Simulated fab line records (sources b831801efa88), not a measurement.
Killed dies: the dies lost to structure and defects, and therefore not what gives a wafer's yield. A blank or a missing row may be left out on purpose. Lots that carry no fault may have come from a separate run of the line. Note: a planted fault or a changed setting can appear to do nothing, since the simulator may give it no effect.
A lot that was struck, set against a sound lot | flow sky130 | 32 out of 708 route steps
Sound: these wafers, L570.1, L570.2, L570.3. Struck: wafers L588.2, L588.3, L588.5. The cause is named last.
Per side, at each step with rows, come the tool, then ch with its chambers, and then its first start. Under that, the readings that differ: sound wafers | struck wafers | difference of the means | sigmas: that difference in standard deviations of wafers without a fault.
alike: words and numbers the same on both sides, and readings whose means are apart by under 2 such deviations; not compared: readings that were withheld, readings missing a value for some wafer, numbers with overlapping values and no deviation given by the record, and bounds like >300 which may hide the same value.
Wherever a step has rows on one side only, a row that says differs or no value, or a row with sigmas, the two part there. Numbers that have no deviation but don't overlap get no sigmas and don't part them. A reading that every wafer of one side lacks parts them only if that side has two wafers or more.

SKY_PWDE_OVL_MEAS_07:
  sound on overlay-01, day 5 16:06; struck on overlay-01, day 9 00:31
reading       | sound        | struck      | difference | sigmas
PWDE_OVL (nm) | 1.0 1.1 -1.1 | 1.6 4.0 3.7 | +2.8       | +2
following that, these wafers have no rows for 1 step: SKY_PWDE_IMPLANT_08.
SKY_PWDE_STRIP_09: strips in O2/N2.
  sound on plasmaAsher-01 ch 0,1, day 5 16:17; struck on plasmaAsher-03 ch 0,1, day 9 00:42
reading                  | sound             | struck            | difference | sigmas
stripTimeToEndpointS (s) | 37.17 37.00 37.06 | 36.78 36.85 36.86 | -0.25      | -3
  alike: drypumpMotorCurrentA, oesProductAu
  not compared: rfHoursCounterH
SKY_PWDE_TW_MEAS_10:
  sound on filmMetro-04, day 5 16:23; struck on filmMetro-04, day 9 00:49
  alike: PWDE_TW
then, 7 steps without rows for these wafers: SKY_NWELL_DEHYDRATE_03 (time 60 s); SKY_NWELL_HMDS_04 (prime time 60 s); SKY_NWELL_COAT_05 (resist thk 3000 nm); SKY_NWELL_SOFTBAKE_06; SKY_NWELL_EXPOSE_07 (exposes mask NWM, target cd 840 nm); SKY_NWELL_PEB_08; SKY_NWELL_DEVELOP_09 (develop time 60 s).
SKY_NWELL_OVL_MEAS_10:
  sound on overlay-02, day 6 10:43; struck on overlay-01, day 9 22:53
  alike: NWELL_00_OVL
SKY_NWELL_IMPLANT_11:
  sound on implanter-03 ch 0, day 6 10:45; struck on implanter-01 ch 0, day 9 22:56
reading          | sound                            | struck                           | difference  | sigmas
doseIonsCm2      | 1.8989e+13 1.9003e+13 1.8982e+13 | 1.3635e+13 1.3671e+13 1.3656e+13 | -5.3373e+12 | -99 or more
faradayCurrentUA | 107.3 109.2 104.1                | 78.1 78.4 78.7                   | -28.5       | -14
then, 2 steps without rows for these wafers: SKY_NWELL_IMPLANT_12; SKY_NWELL_IMPLANT_13.
SKY_NWELL_STRIP_14: strips in O2/N2.
  sound on plasmaAsher-01 ch 0,1, day 6 11:12; struck on plasmaAsher-01 ch 0,1, day 9 23:22
  alike: drypumpMotorCurrentA, oesProductAu, stripTimeToEndpointS
  not compared: rfHoursCounterH
SKY_NWELL_TW_MEAS_15:
  sound on filmMetro-03, day 6 11:18; struck on filmMetro-04, day 9 23:29
reading  | sound          | struck         | difference | sigmas
NWELL_TW | 1813 1821 1817 | 1659 1654 1656 | -161       | -12
then, 7 steps without rows for these wafers: SKY_NWELL_DEHYDRATE_16 (time 60 s); SKY_NWELL_HMDS_17 (prime time 60 s); SKY_NWELL_COAT_18 (resist thk 3000 nm); SKY_NWELL_SOFTBAKE_19; SKY_NWELL_EXPOSE_20 (exposes mask NWM COMPLEMENT, target cd 840 nm); SKY_NWELL_PEB_21; SKY_NWELL_DEVELOP_22 (develop time 60 s).
SKY_NWELL_OVL_MEAS_23:
  sound on overlay-01, day 7 06:22; struck on overlay-01, day 10 21:58
  alike: NWELL_01_OVL
following that, these wafers have no rows for 1 step: SKY_NWELL_IMPLANT_24.
SKY_NWELL_STRIP_25: strips in O2/N2.
  sound on plasmaAsher-01 ch 0,1, day 7 06:34; struck on plasmaAsher-04 ch 0,1, day 10 22:09
reading                  | sound             | struck            | difference | sigmas
stripTimeToEndpointS (s) | 36.90 36.87 36.93 | 36.98 37.25 37.08 | +0.20      | +2
  alike: drypumpMotorCurrentA, oesProductAu
  not compared: rfHoursCounterH
SKY_NWELL_TW_MEAS_26:
  sound on filmMetro-03, day 7 06:40; struck on filmMetro-03, day 10 22:16
  alike: NWELL_2_TW
then, 1 step without rows for these wafers: SKY_NWELL_CLEAN_27 (cleans in SC1/SC2, time 150 s).
SKY_NWELL_RTA_28: time 30 s.
  sound on rtpAnneal-02 ch 0, day 7 06:46; struck on rtpAnneal-02 ch 0, day 10 22:23
  alike: chamberO2Ppm, lampPowerPct, wafer_temp_C_max
SKY_NWELL_RS_MEAS_29: measures by four-point-probe.
  sound on filmMetro-04, day 7 06:52; struck on filmMetro-02, day 10 22:35
reading           | sound             | struck            | difference | sigmas
NWELL_RS (ohm/sq) | 625.1 623.0 625.4 | 745.8 746.4 747.7 | +122.1     | +76
-- the record jumps here: 40 days lie between the struck wafers' starts before and after (it left off in module NWELL and takes up again in module PAD_OPEN, whose first step shown is number 708 of the route) --
SKY_PAD_OPEN_PROBE_99:
  sound on prober-01, day 47 17:55; struck on prober-02, day 50 15:41
reading                              | sound                         | struck                        | difference | sigmas
killed_at_M0_to_M3                   | 59 67 48                      | 29 40 44                      | -20        | -3
model.etest.nfet_16v.rOnOhmUm        | 1.346e+04 1.353e+04 1.327e+04 | 1.488e+04 1.488e+04 1.485e+04 | +1.450e+03 | 
model.etest.resNwell.lineOhmUm       | 1212 1249 1175                | 1526 1530 1539                | +320       | 
model.etest.resNwell.rsOhmSq         | 1026 1039 972.6               | 1218 1232 1236                | +216       | 
model.etest.tip_p_5v.rsOhmSq         | 2890 2867 2876                | 2815 2807 2802                | -70        | 
model.etest.resNwell.widthNm (nm)    | 836.6 831.4 829               | 808.4 811.4 807.7             | -23.2      | 
model.etest.resIsoPwell.widthNm (nm) | 2650 2654 2663                | 2672 2670 2670                | +15        | 
model.etest.resNwell.rsOhmSqRange    | 19.72 22.87 16.28             | 39.4 61.26 32.35              | +24.7      | 
model.etest.pfet_16v.driveUaUm       | 250.6 248.7 257.7             | 264.1 262.3 261.7             | +10.4      | 
  alike: killed_at_M4_up, killedAtContacts, killedAtFrontEnd, killedAtOther, killedDies, killedOnRim, killedOpen, killedShort

WHERE THEY PART
Earliest at SKY_PWDE_OVL_MEAS_07; latest, in this record, at SKY_PAD_OPEN_PROBE_99.

WHY: whatever the simulator had introduced
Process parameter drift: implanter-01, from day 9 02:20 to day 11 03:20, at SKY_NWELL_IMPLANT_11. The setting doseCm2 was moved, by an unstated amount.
